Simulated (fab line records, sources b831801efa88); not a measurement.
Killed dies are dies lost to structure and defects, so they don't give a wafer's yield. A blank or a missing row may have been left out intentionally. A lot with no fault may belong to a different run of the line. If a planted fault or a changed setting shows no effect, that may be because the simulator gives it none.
One fault seen from 2 desks -- flow gf180mcu -- what lay behind the numbers comes last; until then each desk has only its own

THE METROLOGY DESK
Means of the sampled wafers that have a number, per lot and without regard to the tool the lot ran on: this is what the gauges read. If a lot's mean is further than 4 standard deviations from the usual mean, the lot is out of limits and carries the mark OUT (the distance appears in the brackets).
Columns: A = MVSD_OVL at GF_MVSD_OVL_MEAS_07, usual 1.6 nm; B = MVSD_RS at GF_VT_IMPLANT_RS_MEAS_46, usual 457.1 ohm/sq
lot,first seen here,A,B
L984,day 4 10:53,2.1,455.4
L985,day 4 16:35,0.3,458.2
L986,day 4 22:41,2.7,457.2
L987,day 5 04:17,0.9,456.9
L989,day 5 15:12,0.2,458.0
L991,day 6 01:38,1.5,457.7
L993,day 6 16:41,1.0,457.1
L994,day 6 20:50,0.9,457.8
L996,day 7 08:38,2.1,456.3
L997,day 7 14:20,1.5,457.4
L103,day 9 00:59,-0.3,457.0
L104,day 13 03:47,-,456.9
L105,day 13 09:46,-,456.3
This desk found nothing out of limits on any of the 13 lots.

AT THE TOOL OWNER'S DESK: litho-track-01
The tool's own readings at GF_MVSD_DEVELOP_06 (develop time 60 s): means of the sampled wafers that have a number, for each lot that ran on this tool. If a lot's mean is further than 4 standard deviations from the usual mean, the lot is out of limits and carries the mark OUT (the distance appears in the brackets).
Columns: A = chill-plate-temp-C at GF_MVSD_DEVELOP_06, usual 23.00 C
lot,first seen here,A
L989,day 5 15:00,23.02
L991,day 6 01:00,23.02
L994,day 6 20:00,23.03
L104,day 9 06:00,23.12
L105,day 9 10:00,22.94
This desk found nothing out of limits on any of the 5 lots.

TAKEN TOGETHER
The metrology desk saw nothing out of limits.
The tool owner's desk saw nothing out of limits.

WHAT THE SIMULATOR PUT IN
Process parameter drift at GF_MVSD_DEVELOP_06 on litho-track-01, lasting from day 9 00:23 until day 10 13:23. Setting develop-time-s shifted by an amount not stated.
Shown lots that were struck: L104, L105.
